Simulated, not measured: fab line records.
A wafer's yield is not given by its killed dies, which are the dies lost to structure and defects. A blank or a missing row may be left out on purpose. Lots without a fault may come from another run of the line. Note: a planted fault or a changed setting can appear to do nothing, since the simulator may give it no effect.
Struck lot and sound lot, side by side :: flow sky130 :: 20 out of 708 route steps
Sound: these wafers, L611.4, L611.5, L611.6. Struck: wafer L620.5. (L620.1, L620.2 of the same lot were not struck and are left out.) The cause comes at the end.
Each step with rows lists, per side, the tool, then ch with its chambers, then its first start. Under that, the readings that differ: sound wafers :: struck wafers :: difference of the means :: sigmas: that difference in standard deviations of wafers without a fault.
alike: readings with means less than 2 such deviations apart, plus words and numbers identical on both sides. not compared: withheld readings, readings lacking a value on some wafer, bounds such as >300 that could conceal the same value, and numbers that have no deviation in the record and whose values overlap.
The two part at a step that has a row with sigmas, a row that says differs or no value, or rows on one side only. Numbers that have no deviation but don't overlap get no sigmas and don't part them. A reading that every wafer of one side lacks parts them only if that side has two wafers or more.

first, 1 step without rows for these wafers: SKY_CONTACT_ETCH_16 (etches BARC in N2/H2, stops on SiO2, time 45.9 s, target depth 60 nm).
SKY_CONTACT_ETCH_17: etches SiO2 in C4F8/O2/Ar, stops on Si3N4, target depth 340 nm.
  sound on rieDiel-03 ch 0,1,2, day 32 07:13; struck on rieDiel-04 ch 2, day 35 16:49
  alike: biasW, oesProductAu
then, 6 steps without rows for these wafers: SKY_CONTACT_ETCH_18 (etches Si3N4 in CHF3/O2, stops on TiN, time 39 s, target depth 75 nm); SKY_CONTACT_STRIP_19 (strips in O2/N2); SKY_CONTACT_STRIP_20 (strips in post etch residue remover, time 1200 s); SKY_CONTACT_CLEAN_21 (cleans in IPA, time 180 s); SKY_CONTACT_CLEAN_22 (cleans in O3/DIW); SKY_CONTACT_SPUTTER_23 (material TiN, target thk 20 nm, time 80 s).
SKY_CONTACT_CVD_24: deposits W, target thk 340 nm, time 102.12 s.
  sound on cvdW-02 ch 0,1, day 32 07:59; struck on cvdW-01 ch 1, day 35 17:33
reading: heaterPowerW (W)
sound: 813 796 808
struck: 1020
difference: +214
sigmas: +3
SKY_CONTACT_RS_MEAS_25: the measuring method here is four-point-probe.
  sound on filmMetro-03, day 32 08:07; struck on filmMetro-04, day 35 17:40
  alike: CONTACT_W_RS
SKY_CONTACT_THK_MEAS_26: measures by xrf.
  sound on filmMetro-03, day 32 08:13; struck on filmMetro-04, day 35 17:47
  alike: CONTACT_W_THK
then, 1 step without rows for these wafers: SKY_CONTACT_CMP_27 (polishes, stops on SiO2, t overpolish 15 s, target thk 0 nm).
SKY_METAL1_SPUTTER_00: material Ti, target thk 15 nm, time 10 s.
  sound on pvdSputter-02, day 32 08:32; struck on pvdSputter-04, day 35 18:08
reading: model.Ti_of_METAL1_SPUTTER_00.thkNm (nm)
sound: 15.31 14.97 15.34
struck: 26.64
difference: +11.43
sigmas: 
  alike: throttleValvePct
SKY_METAL1_SPUTTER_01: material TiN, target thk 20 nm, time 16.7 s.
  sound on pvdSputter-02, day 32 08:34; struck on pvdSputter-04, day 35 18:10
  alike: throttleValvePct
then, 1 step without rows for these wafers: SKY_METAL1_SPUTTER_02 (material AlCu, target thk 250 nm, time 13.3 s).
SKY_METAL1_SPUTTER_03: material Ti, target thk 5 nm, time 3.3 s.
  sound on pvdSputter-02, day 32 08:37; struck on pvdSputter-04, day 35 18:13
  alike: throttleValvePct
SKY_METAL1_SPUTTER_04: material TiN, target thk 70 nm, time 58.3 s.
  sound on pvdSputter-02, day 32 08:38; struck on pvdSputter-04, day 35 18:14
  alike: throttleValvePct
SKY_METAL1_RS_MEAS_05: the measuring method here is four-point-probe.
  sound on filmMetro-01, day 32 08:44; struck on filmMetro-01, day 35 18:34
  alike: METAL1_ALCU_RS
  not compared: hold
SKY_METAL1_THK_MEAS_06: measures by xrf.
  sound on filmMetro-01, day 32 08:50; struck on filmMetro-01, day 35 22:18
reading: hold
sound: - - -
struck: awaitDispo/3.6h/release
difference: no value on the sound wafers
sigmas: 
  alike: METAL1_ALCU_THK
-- the record jumps here: 13 days lie between the struck wafers' starts before and after (it left off in module METAL1 and takes up again in module PAD_OPEN, whose first step shown is number 708 of the route) --
SKY_PAD_OPEN_PROBE_99:
  sound on prober-02, day 46 00:38; struck on prober-01, day 48 18:20
  alike: defectLimitedYield, killed_at_M0_to_M3, killed_at_M4_up, killedAtContacts, killedAtFrontEnd, killedAtOther, killedDies, killedOpen, killedShort, sort_bin_3_pad_short, sort_bin_5_function, sort_bin_6_memory, sortNPass, sortYieldPct

WHERE THEY PART
First at SKY_CONTACT_CVD_24; last, within this record, at SKY_METAL1_THK_MEAS_06. Later steps at which nothing parts them and some readings are alike: SKY_PAD_OPEN_PROBE_99.

WHY: what the simulator had put in
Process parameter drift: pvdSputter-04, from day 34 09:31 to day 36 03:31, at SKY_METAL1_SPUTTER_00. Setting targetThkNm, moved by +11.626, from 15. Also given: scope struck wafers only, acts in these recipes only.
